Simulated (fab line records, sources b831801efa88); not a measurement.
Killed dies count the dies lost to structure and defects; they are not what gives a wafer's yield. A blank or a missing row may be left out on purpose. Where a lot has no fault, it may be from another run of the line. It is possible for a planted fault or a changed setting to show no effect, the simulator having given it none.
Which tool is to blame? :: flow gf180mcu :: Sampling: 14 lots, 42 wafers, 7 of 602 route steps

WHAT EACH GAUGE READ, for each wafer
GF_V2_BOW_MEAS_05.
lot: L252
measured: day 19 05:10
on: film metro-04
V2_BOW (um): 103 96 114

lot: L253
measured: day 19 13:26
on: film metro-02
V2_BOW (um): 105 110 94

lot: L255
measured: day 20 09:05
on: film metro-02
V2_BOW (um): 96 101 93

lot: L256
measured: day 21 05:01
on: film metro-04
V2_BOW (um): 100 96 100

lot: L257
measured: day 21 11:21
on: film metro-04
V2_BOW (um): 96 95 101

lot: L259
measured: day 22 01:36
on: film metro-04
V2_BOW (um): 95 105 107

lot: L260
measured: day 22 10:29
on: film metro-04
V2_BOW (um): 109 100 98

lot: L268
measured: day 25 02:03
on: film metro-04
V2_BOW (um): 94 100 97

lot: L269
measured: day 25 11:02
on: film metro-01
V2_BOW (um): 93 84 104

lot: L270
measured: day 25 16:35
on: film metro-02
V2_BOW (um): 101 114 120

lot: L272
measured: day 26 04:00
on: film metro-01
V2_BOW (um): 104 99 95

lot: L273
measured: day 26 13:49
on: film metro-01
V2_BOW (um): 102 95 95

lot: L274
measured: day 26 18:19
on: film metro-01
V2_BOW (um): 104 97 97

lot: L275
measured: day 27 05:34
on: film metro-01
V2_BOW (um): 106 85 115

GF_V2_RS_MEAS_24: measurement is done with a four-point probe.
lot: L252
measured: day 20 06:44
on: film metro-02
V2_W_RS (ohm/sq): 0.322 0.327 0.330

lot: L253
measured: day 20 14:46
on: film metro-04
V2_W_RS (ohm/sq): 0.320 0.327 0.329

lot: L255
measured: day 21 10:33
on: film metro-04
V2_W_RS (ohm/sq): 0.331 0.330 0.325

lot: L256
measured: day 22 05:31
on: film metro-01
V2_W_RS (ohm/sq): 0.325 0.321 0.329

lot: L257
measured: day 22 11:54
on: film metro-01
V2_W_RS (ohm/sq): 0.322 0.319 0.328

lot: L259
measured: day 23 01:55
on: film metro-01
V2_W_RS (ohm/sq): 43.911 43.014 43.914

lot: L260
measured: day 23 10:34
on: film metro-04
V2_W_RS (ohm/sq): 44.718 44.146 43.953

lot: L268
measured: day 25 23:38
on: film metro-04
V2_W_RS (ohm/sq): 0.317 0.319 0.328

lot: L269
measured: day 26 09:17
on: film metro-02
V2_W_RS (ohm/sq): 0.320 0.323 0.323

lot: L270
measured: day 26 14:47
on: film metro-04
V2_W_RS (ohm/sq): 0.326 0.320 0.329

lot: L272
measured: day 27 01:41
on: film metro-01
V2_W_RS (ohm/sq): 0.320 0.322 0.325

lot: L273
measured: day 27 11:20
on: film metro-02
V2_W_RS (ohm/sq): 0.322 0.332 0.321

lot: L274
measured: day 27 15:30
on: film metro-04
V2_W_RS (ohm/sq): 0.332 0.323 0.321

lot: L275
measured: day 28 02:12
on: film metro-01
V2_W_RS (ohm/sq): 0.335 0.336 0.322

GF_V2_THK_MEAS_25: measures by xrf.
lot: L252
measured: day 20 06:52
on: film metro-02
V2_W_THK (nm): 348 343 341

lot: L253
measured: day 20 14:53
on: film metro-04
V2_W_THK (nm): 352 344 342

lot: L255
measured: day 21 10:40
on: film metro-04
V2_W_THK (nm): 340 340 345

lot: L256
measured: day 22 05:36
on: film metro-01
V2_W_THK (nm): 339 340 334

lot: L257
measured: day 22 12:01
on: film metro-01
V2_W_THK (nm): 341 345 333

lot: L259
measured: day 23 02:01
on: film metro-01
V2_W_THK (nm): <0 - <0

lot: L260
measured: day 23 10:41
on: film metro-04
V2_W_THK (nm): <0 <0 <0

lot: L268
measured: day 25 23:44
on: film metro-04
V2_W_THK (nm): 353 351 341

lot: L269
measured: day 26 09:24
on: film metro-02
V2_W_THK (nm): 351 346 346

lot: L270
measured: day 26 14:53
on: film metro-04
V2_W_THK (nm): 345 350 341

lot: L272
measured: day 27 01:47
on: film metro-01
V2_W_THK (nm): 343 343 337

lot: L273
measured: day 27 11:28
on: film metro-02
V2_W_THK (nm): 343 333 344

lot: L274
measured: day 27 15:36
on: film metro-04
V2_W_THK (nm): 338 346 351

lot: L275
measured: day 28 02:19
on: film metro-01
V2_W_THK (nm): 326 326 336

GF_V3_THK_MEAS_01.
lot: L252
measured: day 21 08:15
on: film metro-04
V3_CVD_00_THK (nm): 601 595 603

lot: L253
measured: day 21 16:51
on: film metro-04
V3_CVD_00_THK (nm): 612 606 602

lot: L255
measured: day 22 11:28
on: film metro-01
V3_CVD_00_THK (nm): 597 597 590

lot: L256
measured: day 23 05:41
on: film metro-03
V3_CVD_00_THK (nm): 599 610 602

lot: L257
measured: day 23 12:26
on: film metro-04
V3_CVD_00_THK (nm): 604 601 595

lot: L268
measured: day 26 22:11
on: film metro-01
V3_CVD_00_THK (nm): 597 593 603

lot: L269
measured: day 27 07:05
on: film metro-01
V3_CVD_00_THK (nm): 609 604 609

lot: L270
measured: day 27 12:19
on: film metro-04
V3_CVD_00_THK (nm): 602 592 597

lot: L272
measured: day 27 23:01
on: film metro-04
V3_CVD_00_THK (nm): 603 603 593

lot: L273
measured: day 28 08:52
on: film metro-03
V3_CVD_00_THK (nm): 596 597 607

lot: L274
measured: day 28 13:05
on: film metro-03
V3_CVD_00_THK (nm): 599 606 593

lot: L275
measured: day 28 23:02
on: film metro-01
V3_CVD_00_THK (nm): 603 602 597

EACH LOT AND THE TOOL THAT RAN IT (in order: tool; ch and the chambers of the sampled wafers; start)
lot: L252
GF_V2_CVD_23: cvd w-01 ch 0,1, day 20 06:38
GF_V2_CMP_26: cmp-01 ch 0,1,3, day 20 06:58
GF_M3_METAL_ETCH_16: rie metal-04 ch 0,1, day 21 07:32

lot: L253
GF_V2_CVD_23: cvd w-02 ch 0,1, day 20 14:38
GF_V2_CMP_26: cmp-02 ch 1,2,3, day 20 14:56
GF_M3_METAL_ETCH_16: rie metal-03 ch 1, day 21 16:01

lot: L255
GF_V2_CVD_23: cvd w-02 ch 0,1, day 21 10:26
GF_V2_CMP_26: cmp-02 ch 0,1,2, day 21 10:47
GF_M3_METAL_ETCH_16: rie metal-03 ch 0,1, day 22 10:40

lot: L256
GF_V2_CVD_23: cvd w-01 ch 0,1, day 22 05:23
GF_V2_CMP_26: cmp-01 ch 0,2,3, day 22 05:44
GF_M3_METAL_ETCH_16: rie metal-04 ch 0,1, day 23 04:52

lot: L257
GF_V2_CVD_23: cvd w-01 ch 0,1, day 22 11:47
GF_V2_CMP_26: cmp-02 ch 0,1,2, day 22 12:11
GF_M3_METAL_ETCH_16: rie metal-02 ch 0,1, day 23 11:42

lot: L259
GF_V2_CVD_23: cvd w-01 ch 0,1, day 23 01:47
GF_V2_CMP_26: cmp-01 ch 0,1,2, day 23 02:04
GF_M3_METAL_ETCH_16: -

lot: L260
GF_V2_CVD_23: cvd w-02 ch 1, day 23 10:26
GF_V2_CMP_26: cmp-02 ch 1,3, day 23 10:44
GF_M3_METAL_ETCH_16: -

lot: L268
GF_V2_CVD_23: cvd w-01 ch 0,1, day 25 23:30
GF_V2_CMP_26: cmp-02 ch 0,3, day 25 23:50
GF_M3_METAL_ETCH_16: rie metal-02 ch 0,1, day 26 21:27

lot: L269
GF_V2_CVD_23: cvd w-01 ch 0, day 26 09:10
GF_V2_CMP_26: cmp-02 ch 0,1,2, day 26 09:34
GF_M3_METAL_ETCH_16: rie metal-02 ch 0,1, day 27 06:22

lot: L270
GF_V2_CVD_23: cvd w-01 ch 0,1, day 26 14:40
GF_V2_CMP_26: cmp-02 ch 0,2,3, day 26 15:02
GF_M3_METAL_ETCH_16: rie metal-03 ch 0,1, day 27 11:37

lot: L272
GF_V2_CVD_23: cvd w-01 ch 0,1, day 27 01:33
GF_V2_CMP_26: cmp-01 ch 0,3, day 27 01:53
GF_M3_METAL_ETCH_16: rie metal-02 ch 0,1, day 27 22:17

lot: L273
GF_V2_CVD_23: cvd w-01 ch 0,1, day 27 11:14
GF_V2_CMP_26: cmp-01 ch 0,1,3, day 27 11:31
GF_M3_METAL_ETCH_16: rie metal-02 ch 0,1, day 28 08:09

lot: L274
GF_V2_CVD_23: cvd w-01 ch 0,1, day 27 15:23
GF_V2_CMP_26: cmp-01 ch 0,1,2, day 27 15:44
GF_M3_METAL_ETCH_16: rie metal-03 ch 0,1, day 28 12:21

lot: L275
GF_V2_CVD_23: cvd w-01 ch 0,1, day 28 02:05
GF_V2_CMP_26: cmp-01 ch 0,3, day 28 02:23
GF_M3_METAL_ETCH_16: rie metal-04 ch 1, day 28 22:16
- GF_V2_CVD_23: deposits W, target thk 350 nm, time 104.94 s.
- GF_V2_CMP_26: polishes, stops on SiO2, t overpolish 15 s, target thk 0 nm.
- GF_M3_METAL_ETCH_16: etches the open film in Cl2/BCl3, stops on SiO2, target depth 627.5 nm, time 104.6 s.

WHAT THE TOOLS THEMSELVES READ (means of the sampled wafers that have a number; where no wafer has one, the mark that the record gives instead)
GF_V2_CVD_23.
lot: L252
tool: cvd w-01
chamber pressure Torr (Torr): 40.01
heater power outer w (W): 593
heater power w (W): 896

lot: L253
tool: cvd w-02
chamber pressure Torr (Torr): 40.01
heater power outer w (W): 647
heater power w (W): 1081

lot: L255
tool: cvd w-02
chamber pressure Torr (Torr): 39.98
heater power outer w (W): 614
heater power w (W): 1002

lot: L256
tool: cvd w-01
chamber pressure Torr (Torr): 40.03
heater power outer w (W): 571
heater power w (W): 875

lot: L257
tool: cvd w-01
chamber pressure Torr (Torr): 40.02
heater power outer w (W): 566
heater power w (W): 875

lot: L259
tool: cvd w-01
chamber pressure Torr (Torr): -
heater power outer w (W): -
heater power w (W): -

lot: L260
tool: cvd w-02
chamber pressure Torr (Torr): -
heater power outer w (W): -
heater power w (W): -

lot: L268
tool: cvd w-01
chamber pressure Torr (Torr): 39.98
heater power outer w (W): 578
heater power w (W): 893

lot: L269
tool: cvd w-01
chamber pressure Torr (Torr): 39.92
heater power outer w (W): 548
heater power w (W): 842

lot: L270
tool: cvd w-01
chamber pressure Torr (Torr): 40.12
heater power outer w (W): 607
heater power w (W): 922

lot: L272
tool: cvd w-01
chamber pressure Torr (Torr): 39.99
heater power outer w (W): 579
heater power w (W): 883

lot: L273
tool: cvd w-01
chamber pressure Torr (Torr): 39.94
heater power outer w (W): 580
heater power w (W): 889

lot: L274
tool: cvd w-01
chamber pressure Torr (Torr): 39.97
heater power outer w (W): 581
heater power w (W): 885

lot: L275
tool: cvd w-01
chamber pressure Torr (Torr): 39.97
heater power outer w (W): 604
heater power w (W): 910

GF_V2_CMP_26.
lot: L252
tool: cmp-01
motor current A (A): 12.0
slurry flow ml min: 150.2
time to endpoint s (s): 91

lot: L253
tool: cmp-02
motor current A (A): 11.5
slurry flow ml min: 150.3
time to endpoint s (s): 87

lot: L255
tool: cmp-02
motor current A (A): 11.8
slurry flow ml min: 150.2
time to endpoint s (s): 83

lot: L256
tool: cmp-01
motor current A (A): 12.4
slurry flow ml min: 150.0
time to endpoint s (s): 86

lot: L257
tool: cmp-02
motor current A (A): 12.2
slurry flow ml min: 149.7
time to endpoint s (s): 81

lot: L259
tool: cmp-01
motor current A (A): 10.9
slurry flow ml min: 150.1
time to endpoint s (s): 2

lot: L260
tool: cmp-02
motor current A (A): 11.2
slurry flow ml min: 150.2
time to endpoint s (s): 3

lot: L268
tool: cmp-02
motor current A (A): 11.8
slurry flow ml min: 149.8
time to endpoint s (s): 82

lot: L269
tool: cmp-02
motor current A (A): 11.9
slurry flow ml min: 149.1
time to endpoint s (s): 87

lot: L270
tool: cmp-02
motor current A (A): 11.7
slurry flow ml min: 150.5
time to endpoint s (s): 84

lot: L272
tool: cmp-01
motor current A (A): 12.6
slurry flow ml min: 149.5
time to endpoint s (s): 81

lot: L273
tool: cmp-01
motor current A (A): 12.3
slurry flow ml min: 149.8
time to endpoint s (s): 85

lot: L274
tool: cmp-01
motor current A (A): 11.3
slurry flow ml min: 149.7
time to endpoint s (s): 80

lot: L275
tool: cmp-01
motor current A (A): 12.4
slurry flow ml min: 150.2
time to endpoint s (s): 80

GF_M3_METAL_ETCH_16.
lot: L252
tool: rie metal-04
drypump motor current A (A): 5.4
oes product au (a.u.): 0.966
throttle valve pct (%): 28.251

lot: L253
tool: rie metal-03
drypump motor current A (A): 5.2
oes product au (a.u.): 0.973
throttle valve pct (%): 28.241

lot: L255
tool: rie metal-03
drypump motor current A (A): 5.6
oes product au (a.u.): 0.969
throttle valve pct (%): 28.258

lot: L256
tool: rie metal-04
drypump motor current A (A): 6.0
oes product au (a.u.): 0.963
throttle valve pct (%): 28.261

lot: L257
tool: rie metal-02
drypump motor current A (A): 5.4
oes product au (a.u.): 0.975
throttle valve pct (%): 28.239

lot: L268
tool: rie metal-02
drypump motor current A (A): 5.7
oes product au (a.u.): 0.971
throttle valve pct (%): 28.255

lot: L269
tool: rie metal-02
drypump motor current A (A): 5.7
oes product au (a.u.): 0.971
throttle valve pct (%): 28.254

lot: L270
tool: rie metal-03
drypump motor current A (A): 6.0
oes product au (a.u.): 0.971
throttle valve pct (%): 28.255

lot: L272
tool: rie metal-02
drypump motor current A (A): 5.4
oes product au (a.u.): 0.972
throttle valve pct (%): 28.256

lot: L273
tool: rie metal-02
drypump motor current A (A): 5.7
oes product au (a.u.): 0.967
throttle valve pct (%): 28.250

lot: L274
tool: rie metal-03
drypump motor current A (A): 5.6
oes product au (a.u.): 0.976
throttle valve pct (%): 28.247

lot: L275
tool: rie metal-04
drypump motor current A (A): 6.5
oes product au (a.u.): 0.961
throttle valve pct (%): 28.271

THE ANSWER, worked out from the rows above alone
Rule: the usual values come from the lots themselves. Put in order of their means at a reading, lots are off if they are a third of the lots or fewer, leave a main group of 4 or more, and stand apart from it by a gap of 3 or more times the standard deviation of the main group's means; of several such gaps the widest counts. Not used: any main group whose means are identical at the precision the tables above print for the reading. Also off: a lot with no number at a reading for which 4 or more lots have one. All remaining lots with rows at the step are treated as sound. First the gauges in route order, then the tools' own readings, where a lot's mean is used as printed above. The first step at which some lot is off is used, and at that step the reading that is off furthest; a lot without a number counts as furthest.
Off: L259, L260, seen at GF_V2_RS_MEAS_24 (V2_W_RS). Mean 0.325 ohm/sq and standard deviation 0.0027 in the main group.
If a tool, at a process step before that reading, ran all the lots that are off and no sound lot after the first of them, it fits. The gauges at GF_V2_RS_MEAS_24 aren't tried: what is off there is off at GF_V2_CVD_23 too, on other tools, and a gauge's error can't cause that. Not one of the candidates tried fits.

WHAT THE SIMULATOR HAD PUT IN
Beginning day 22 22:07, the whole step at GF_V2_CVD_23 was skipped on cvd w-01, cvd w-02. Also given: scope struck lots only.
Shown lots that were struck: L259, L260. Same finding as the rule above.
